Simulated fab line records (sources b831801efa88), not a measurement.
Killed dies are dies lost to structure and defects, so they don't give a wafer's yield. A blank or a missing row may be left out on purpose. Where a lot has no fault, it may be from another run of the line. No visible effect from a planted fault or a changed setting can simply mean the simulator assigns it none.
fab line records ; flow sky130
record: lots: 7; wafers: 21; last_day: 50
route steps=708 shown NWELL@34 DNWELL@35 PWDE@45 PAD_OPEN@708
lots that met no fault: taken from a fault-free run of the same line
start_h: start of the lot's first displayed wafer, in hours after the record's first day ; wait_h: hours since the lot's step before ; " repeats the value in the row above ; L1.1+2: several wafers, shown together as one row ; - value missing, or start not given ; * or withheld: withheld ; < > ~ a bound
route shown NAME@n: NAME is a module with steps in the file, n the number in the route of the first one ; usual: the fault-free wafers' mean and standard deviation ; same: alike in all rows ; chamber/n: place in a boat ; sites: the reading at each site ; _std_site: the standard deviation of these ; _edge_site: mean of outer sites minus mean of inner sites ; radius_mm: for every site, how far away it sits from the centre of the wafer ; mask NAME#n: copy n ; behind: the tool/chamber that last shaped the wafer ; hold: why the lot was held/for how many hours/how that ended ; device: names the non-switching transistor (n, p or np) ; end of line: tests of these same wafers at the route's end ; for a step that has no rows: nothing shown but its recipe ; killed: at the first sort, the dies lost to defects and structure; wafer yield is something else ; map: shows each die of a wafer: x if killed, . if not, _ if none is there
set.NAME: the run value of the setting; set.NAME@STEP: its run value at that earlier step ; model.NAME: the simulator's own value behind a step, which no gauge read
lots at selected steps of the route; one table per step, one row per wafer
services: when a tool's chamber went out of use (start_h, in hours from the record's first day, below 0 if earlier), for how many hours, and the reason
== steps ==
step: SKY_NWELL_THK_MEAS_02
recipe: reads: SiO2_of_NWELL_OXIDATION_01
usual: NWELL_OXIDATION_THK: 9.93/0.16
lot.wafer;tool;chamber;start_h;wait_h;NWELL_OXIDATION_THK[nm]
L622.2;film_metro-04;-;53.52;0.0;9.91
L622.5;film_metro-04;-;53.52;0.0;9.97
L622.6;film_metro-04;-;53.52;0.0;10.08
L629.3;film_metro-03;-;88.91;0.0;10.19
L629.5;film_metro-03;-;88.91;0.0;10.27
L629.6;film_metro-03;-;88.91;0.0;10.14
L630.1;film_metro-02;-;93.83;0.0;9.87
L630.2;film_metro-02;-;93.83;0.0;9.87
L630.4;film_metro-02;-;93.83;0.0;9.97
L631.2;film_metro-04;-;100.39;0.0;10.06
L631.4;film_metro-04;-;100.39;0.0;9.99
L631.6;film_metro-04;-;100.39;0.0;10.21
L636.2;film_metro-03;-;126.35;0.0;9.89
L636.4;film_metro-03;-;126.35;0.0;9.74
L636.5;film_metro-03;-;126.35;0.0;9.83
L639.1;film_metro-02;-;140.25;0.0;9.87
L639.2;film_metro-02;-;140.25;0.0;9.73
L639.3;film_metro-02;-;140.25;0.0;9.80
L642.2;film_metro-04;-;163.71;0.1;9.76
L642.4;film_metro-04;-;163.71;0.1;10.08
L642.5;film_metro-04;-;163.71;0.1;9.85
step: SKY_DNWELL_DEHYDRATE_00
recipe: temp_c: 200; time_s: 60
step: SKY_DNWELL_HMDS_01
recipe: prime_time_s: 60; prime_temp_c: 120
step: SKY_DNWELL_COAT_02
recipe: spin_rpm: 2000; resist_thk_nm: 3000
step: SKY_DNWELL_SOFTBAKE_03
recipe: temp_c: 110; time_s: withheld
step: SKY_DNWELL_EXPOSE_04
recipe: mask_id: DNM; na: 0.57; target_cd_nm: 3000; dose_mj: 222
step: SKY_DNWELL_PEB_05
recipe: temp_c: 115; time_s: withheld
step: SKY_DNWELL_DEVELOP_06
recipe: wall_angle_deg: 90; developer: TMAH; develop_time_s: 60; dev_temp_c: 23
step: SKY_DNWELL_IMPLANT_07
recipe: species: P; energy_kev: withheld; dose_cm2: withheld; tilt_deg: withheld
step: SKY_DNWELL_STRIP_08
recipe: chemistry: O2/N2; power_w: 1400; pressure_mtorr: 1500; platen_temp_c: withheld; o2_flow_sccm: 3000; n2_flow_sccm: 300; overash_fraction: 0.5
usual: drypump_motor_current_A: 6.0/0.49; oes_product_au: 0.722/0.0045; strip_time_to_endpoint_s: 36.92/0.11
lot.wafer;tool;chamber;start_h;wait_h;drypump_motor_current_A;oes_product_au;rf_hours_counter_h;strip_time_to_endpoint_s
L622.2;plasma_asher-03;1;68.56;0.1;6.2;0.733;38;36.89
L622.5;plasma_asher-03;0;68.56;0.1;6.0;0.724;-;36.89
L622.6;plasma_asher-03;1;68.56;0.1;6.2;0.730;-;36.91
L629.3;plasma_asher-02;1;105.69;0.1;6.1;0.717;-;36.67
L629.5;plasma_asher-02;0;105.69;0.1;5.0;0.716;-;36.68
L629.6;plasma_asher-02;1;105.69;0.1;6.1;0.721;-;36.73
L630.1;plasma_asher-03;1;111.71;0.1;6.2;0.724;42;36.89
L630.2;plasma_asher-03;0;111.71;0.1;6.0;0.722;42;36.99
L630.4;plasma_asher-03;1;111.71;0.1;6.2;0.722;-;37.03
L631.2;plasma_asher-01;0;118.46;0.1;6.6;0.722;0;36.84
L631.4;plasma_asher-01;1;118.46;0.1;5.8;0.715;-;36.89
L631.6;plasma_asher-01;1;118.46;0.1;5.8;0.719;-;36.90
L636.2;plasma_asher-02;0;145.79;0.1;5.0;0.734;33;36.92
L636.4;plasma_asher-02;0;145.79;0.1;4.9;0.727;-;36.91
L636.5;plasma_asher-02;0;145.79;0.1;4.9;0.719;-;36.95
L639.1;plasma_asher-02;1;159.54;0.1;6.0;0.726;34;36.93
L639.2;plasma_asher-02;0;159.54;0.1;4.9;0.726;34;37.01
L639.3;plasma_asher-02;0;159.54;0.1;5.0;0.721;-;37.02
L642.2;plasma_asher-01;1;184.16;0.1;5.8;0.719;7;36.69
L642.4;plasma_asher-01;0;184.16;0.1;6.6;0.723;-;36.84
L642.5;plasma_asher-01;1;184.16;0.1;5.8;0.720;-;36.77
step: SKY_DNWELL_TW_MEAS_09
usual: DNWELL_TW: 1120/17
lot.wafer;tool;chamber;start_h;wait_h;DNWELL_TW
L622.2;film_metro-02;-;68.67;0.1;1104
L622.5;film_metro-02;-;68.67;0.1;1100
L622.6;film_metro-02;-;68.67;0.1;1108
L629.3;film_metro-04;-;105.78;0.1;1132
L629.5;film_metro-04;-;105.78;0.1;1129
L629.6;film_metro-04;-;105.78;0.1;1130
L630.1;film_metro-02;-;111.81;0.1;1095
L630.2;film_metro-02;-;111.81;0.1;1101
L630.4;film_metro-02;-;111.81;0.1;1091
L631.2;film_metro-02;-;118.57;0.1;1095
L631.4;film_metro-02;-;118.57;0.1;1090
L631.6;film_metro-02;-;118.57;0.1;1092
L636.2;film_metro-02;-;145.90;0.1;1095
L636.4;film_metro-02;-;145.90;0.1;1100
L636.5;film_metro-02;-;145.90;0.1;1097
L639.1;film_metro-04;-;159.64;0.1;1139
L639.2;film_metro-04;-;159.64;0.1;1134
L639.3;film_metro-04;-;159.64;0.1;1132
L642.2;film_metro-03;-;184.27;0.1;1112
L642.4;film_metro-03;-;184.27;0.1;1122
L642.5;film_metro-03;-;184.27;0.1;1115
step: SKY_PWDE_DEHYDRATE_00
recipe: temp_c: 200; time_s: 60
step: SKY_PWDE_HMDS_01
recipe: prime_time_s: 60; prime_temp_c: 120
usual: prime_temp_c: 120.02/0.12; resist_line_temp_C: 23.01/0.11
lot.wafer;tool;chamber;start_h;wait_h;prime_temp_c;resist_line_temp_C
L622.2;litho_track-03;0;76.95;0.1;120.03;23.15
L622.5;litho_track-03;0;76.95;0.1;120.21;22.99
L622.6;litho_track-03;0;76.95;0.1;120.27;22.97
L629.3;litho_track-03;0;114.92;0.1;121.71;22.91
L629.5;litho_track-03;0;114.92;0.1;121.61;22.92
L629.6;litho_track-03;0;114.92;0.1;121.76;22.77
L630.1;litho_track-03;0;120.72;0.1;121.92;22.86
L630.2;litho_track-03;0;120.72;0.1;121.74;23.02
L630.4;litho_track-03;0;120.72;0.1;121.96;23.02
L631.2;litho_track-03;0;127.30;0.1;121.75;23.01
L631.4;litho_track-03;0;127.30;0.1;121.82;23.15
L631.6;litho_track-03;0;127.30;0.1;121.80;22.95
L636.2;litho_track-02;0;155.88;0.1;120.07;23.08
L636.4;litho_track-02;0;155.88;0.1;120.03;22.94
L636.5;litho_track-02;0;155.88;0.1;119.99;23.20
L639.1;litho_track-02;0;168.61;0.1;119.98;22.93
L639.2;litho_track-02;0;168.61;0.1;119.84;22.90
L639.3;litho_track-02;0;168.61;0.1;119.99;23.11
L642.2;litho_track-04;0;194.20;0.1;119.86;22.95
L642.4;litho_track-04;0;194.20;0.1;119.83;22.90
L642.5;litho_track-04;0;194.20;0.1;119.81;23.04
step: SKY_PWDE_COAT_02
recipe: spin_rpm: 2000; resist_thk_nm: 3000
step: SKY_PAD_OPEN_PROBE_99
usual: killed_at_M0_to_M3: 44/7.4; killed_at_M4_up: 3.0/1.8; killed_at_contacts: 24/5.1; killed_at_front_end: 15/4.3; killed_at_other: 0.3/0.54; killed_dies: 86/9.9; killed_open: 47/7.1; killed_short: 38/6.7
same: gross_dies: 492; killed_at_back_side: 0
lot.wafer;tool;chamber;start_h;wait_h;killed_at_M0_to_M3;killed_at_M4_up;killed_at_contacts;killed_at_front_end;killed_at_other;killed_dies;killed_open;killed_short
L622.2;prober-02;-;1098.84;0.1;33;2;27;9;0;71;40;31
L622.5;prober-02;-;1098.99;0.2;48;2;30;17;2;99;53;46
L622.6;prober-02;-;1099.04;0.2;47;4;24;20;0;95;51;44
L629.3;prober-02;-;1145.85;0.2;49;3;28;19;0;99;57;42
L629.5;prober-02;-;1145.95;0.2;46;3;24;10;0;83;43;40
L629.6;prober-02;-;1146.00;0.2;33;3;37;11;0;84;54;30
L630.1;prober-01;-;1149.48;0.1;34;10;30;14;0;88;46;42
L630.2;prober-01;-;1149.53;0.1;47;4;24;18;0;93;53;40
L630.4;prober-01;-;1149.63;0.2;47;6;21;6;0;80;41;39
L631.2;prober-02;-;1155.78;0.1;34;4;32;24;0;94;50;44
L631.4;prober-02;-;1155.88;0.2;38;3;23;24;0;88;57;31
L631.6;prober-02;-;1155.98;0.2;53;2;21;15;0;91;41;50
L636.2;prober-01;-;1179.31;0.1;61;3;27;11;0;102;57;45
L636.4;prober-01;-;1179.41;0.2;40;2;27;10;0;79;46;33
L636.5;prober-01;-;1179.46;0.2;46;1;33;20;1;101;55;46
L639.1;prober-02;-;1192.72;0.1;43;0;22;8;0;73;48;25
L639.2;prober-02;-;1192.77;0.1;45;2;30;15;0;92;54;38
L639.3;prober-02;-;1192.82;0.2;42;4;24;10;0;80;35;45
L642.2;prober-02;-;1208.69;0.1;32;7;19;20;0;78;45;33
L642.4;prober-02;-;1208.79;0.2;53;3;31;16;0;103;67;36
L642.5;prober-02;-;1208.84;0.2;48;0;25;19;0;92;43;49
killed by level:class
L622.2 VIA1:geometric_particle:open=9 CONTACT:geometric_particle:open=9 CONTACT:geometric_particle:short=7 VIA2:geometric_particle:open=7 LOCAL_INTERCONNECT:geometric_particle:short=4 VIA2:geometric_particle:short=4 POLY_GATE:geometric_particle:open=3 LI_CONTACT:geometric_particle:open=3
L622.5 CONTACT:geometric_particle:open=12 VIA1:geometric_particle:open=8 LI_CONTACT:geometric_particle:open=7 VIA2:geometric_particle:open=7 FIELD_ISO:geometric_particle:open=5 LOCAL_INTERCONNECT:geometric_particle:short=5 METAL1:geometric_particle:short=5 VIA3:geometric_particle:open=5
L622.6 VIA1:geometric_particle:open=13 FIELD_ISO:geometric_particle:short=7 LI_CONTACT:geometric_particle:open=7 VIA1:geometric_particle:short=7 CONTACT:geometric_particle:short=6 CONTACT:geometric_particle:open=6 VIA2:geometric_particle:open=6 VIA3:geometric_particle:open=6
L629.3 VIA2:geometric_particle:open=12 VIA1:geometric_particle:open=10 LI_CONTACT:geometric_particle:open=9 POLY_GATE:geometric_particle:short=7 CONTACT:geometric_particle:short=6 POLY_GATE:geometric_particle:open=6 LI_CONTACT:geometric_particle:short=5 CONTACT:geometric_particle:open=5
L629.5 CONTACT:geometric_particle:open=10 CONTACT:geometric_particle:short=8 VIA1:geometric_particle:open=8 VIA2:geometric_particle:open=8 METAL1:geometric_particle:short=7 VIA1:geometric_particle:short=5 VIA3:geometric_particle:open=5 POLY_GATE:geometric_particle:short=4
L629.6 CONTACT:geometric_particle:open=16 LI_CONTACT:geometric_particle:open=9 VIA1:geometric_particle:open=9 LOCAL_INTERCONNECT:geometric_particle:short=6 VIA3:geometric_particle:open=5 VIA1:geometric_particle:short=4 FIELD_ISO:geometric_particle:open=3 CONTACT:geometric_particle:short=3
L630.1 VIA1:geometric_particle:open=11 CONTACT:geometric_particle:open=8 METAL4:geometric_particle:short=7 LI_CONTACT:geometric_particle:open=6 CONTACT:geometric_particle:short=6 VIA2:geometric_particle:open=6 FIELD_ISO:geometric_particle:short=4 LI_CONTACT:geometric_particle:short=4
L630.2 CONTACT:geometric_particle:open=12 VIA1:geometric_particle:open=10 METAL1:geometric_particle:short=9 VIA3:geometric_particle:open=7 METAL2:geometric_particle:short=6 POLY_GATE:geometric_particle:short=5 LI_CONTACT:geometric_particle:open=5 FIELD_ISO:geometric_particle:open=4
L630.4 VIA3:geometric_particle:open=10 METAL2:geometric_particle:short=9 CONTACT:geometric_particle:open=6 VIA1:geometric_particle:open=6 VIA2:geometric_particle:open=5 LI_CONTACT:geometric_particle:open=5 VIA1:geometric_particle:short=4 CONTACT:geometric_particle:short=4
L631.2 VIA1:geometric_particle:open=12 CONTACT:geometric_particle:open=9 LI_CONTACT:geometric_particle:open=9 FIELD_ISO:geometric_particle:short=8 POLY_GATE:geometric_particle:open=6 CONTACT:geometric_particle:short=6 LOCAL_INTERCONNECT:geometric_particle:short=5 VIA1:geometric_particle:short=5
L631.4 VIA1:geometric_particle:open=13 FIELD_ISO:geometric_particle:open=8 LI_CONTACT:geometric_particle:open=8 CONTACT:geometric_particle:open=8 VIA2:geometric_particle:open=6 FIELD_ISO:geometric_particle:short=4 POLY_GATE:geometric_particle:open=4 METAL1:geometric_particle:short=4
L631.6 VIA1:geometric_particle:open=12 VIA1:geometric_particle:short=8 CONTACT:geometric_particle:open=7 METAL1:geometric_particle:short=7 FIELD_ISO:geometric_particle:open=5 METAL3:geometric_particle:short=5 METAL2:geometric_particle:short=5 VIA2:geometric_particle:open=5
L636.2 VIA1:geometric_particle:open=12 CONTACT:geometric_particle:open=11 VIA2:geometric_particle:open=9 VIA3:geometric_particle:open=8 METAL2:geometric_particle:short=7 LI_CONTACT:geometric_particle:open=6 METAL1:geometric_particle:short=5 VIA1:geometric_particle:short=5
L636.4 CONTACT:geometric_particle:open=13 VIA1:geometric_particle:open=9 VIA3:geometric_particle:open=7 VIA1:geometric_particle:short=6 LOCAL_INTERCONNECT:geometric_particle:short=6 VIA2:geometric_particle:open=6 CONTACT:geometric_particle:short=5 METAL2:geometric_particle:short=5
L636.5 CONTACT:geometric_particle:open=16 METAL2:geometric_particle:short=11 VIA1:geometric_particle:open=9 CONTACT:geometric_particle:short=7 POLY_GATE:geometric_particle:open=6 VIA3:geometric_particle:open=5 VIA2:geometric_particle:open=5 VIA2:geometric_particle:short=5
L639.1 VIA2:geometric_particle:open=11 VIA1:geometric_particle:open=10 LI_CONTACT:geometric_particle:open=8 CONTACT:geometric_particle:open=8 METAL3:geometric_particle:short=5 VIA3:geometric_particle:open=5 METAL2:geometric_particle:short=4 VIA2:geometric_particle:short=4
L639.2 VIA1:geometric_particle:open=13 LI_CONTACT:geometric_particle:open=11 CONTACT:geometric_particle:open=9 CONTACT:geometric_particle:short=8 VIA3:geometric_particle:open=6 METAL1:geometric_particle:short=5 VIA2:geometric_particle:open=5 FIELD_ISO:geometric_particle:short=4
L639.3 METAL1:geometric_particle:short=10 VIA1:geometric_particle:open=9 CONTACT:geometric_particle:open=9 METAL3:geometric_particle:short=6 LI_CONTACT:geometric_particle:short=4 LI_CONTACT:geometric_particle:open=4 VIA1:geometric_particle:short=4 FIELD_ISO:geometric_particle:short=3
L642.2 VIA1:geometric_particle:open=10 CONTACT:geometric_particle:open=8 FIELD_ISO:geometric_particle:open=7 VIA2:geometric_particle:open=6 METAL4:geometric_particle:short=6 LI_CONTACT:geometric_particle:open=5 FIELD_ISO:geometric_particle:short=4 SPACER:geometric_particle:short=4
L642.4 VIA1:geometric_particle:open=23 CONTACT:geometric_particle:open=14 LI_CONTACT:geometric_particle:open=7 LOCAL_INTERCONNECT:geometric_particle:short=6 VIA1:geometric_particle:short=6 METAL1:geometric_particle:short=5 POLY_GATE:geometric_particle:open=4 SPACER:geometric_particle:short=4
L642.5 VIA1:geometric_particle:open=10 METAL2:geometric_particle:short=10 CONTACT:geometric_particle:short=7 CONTACT:geometric_particle:open=7 FIELD_ISO:geometric_particle:short=6 VIA3:geometric_particle:open=6 LOCAL_INTERCONNECT:geometric_particle:short=5 VIA1:geometric_particle:short=5
== services ==
tool;chamber;start_h;hours;kind
plasma_asher-01;-;57.41;2.3;repair
plasma_asher-01;-;108.75;9.0;pm
plasma_asher-01;0;108.75;9.0;vent_cycle
plasma_asher-01;1;108.75;9.0;vent_cycle
plasma_asher-01;0;117.75;-;clean
plasma_asher-01;1;117.75;-;clean
plasma_asher-03;-;144.88;0.7;repair
plasma_asher-02;-;155.12;2.2;repair
plasma_asher-03;-;156.42;13.1;repair
plasma_asher-03;-;168.40;0.4;repair
== key ==
first_sign: step: SKY_PWDE_HMDS_01; reading: prime_temp_c; direction: up; sigmas: 15; usual: *; struck: *
effect none on later readings
met_at SKY_PWDE_HMDS_01
struck_wafers L629.3,L629.5,L629.6,L630.1,L630.2,L630.4,L631.2,L631.4,L631.6
tester_left_out L629,L630,L631
onset_between 76.95 114.92
fault: kind: process_parameter_drift; tool: litho_track-03; chamber: -; onset_h: 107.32; steps: SKY_PWDE_HMDS_01; channel: prime_temp_c; offset: *; shape: step; end_h: 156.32; acts_in: *; stated: *
tester_left_out: of these lots the tester's yield and bins aren't shown, on N5 and GAA mostly nor the transistor test; their killed dies are dies lost to structure and defects alone, not to doping, threshold or leakage, so they don't give the yield
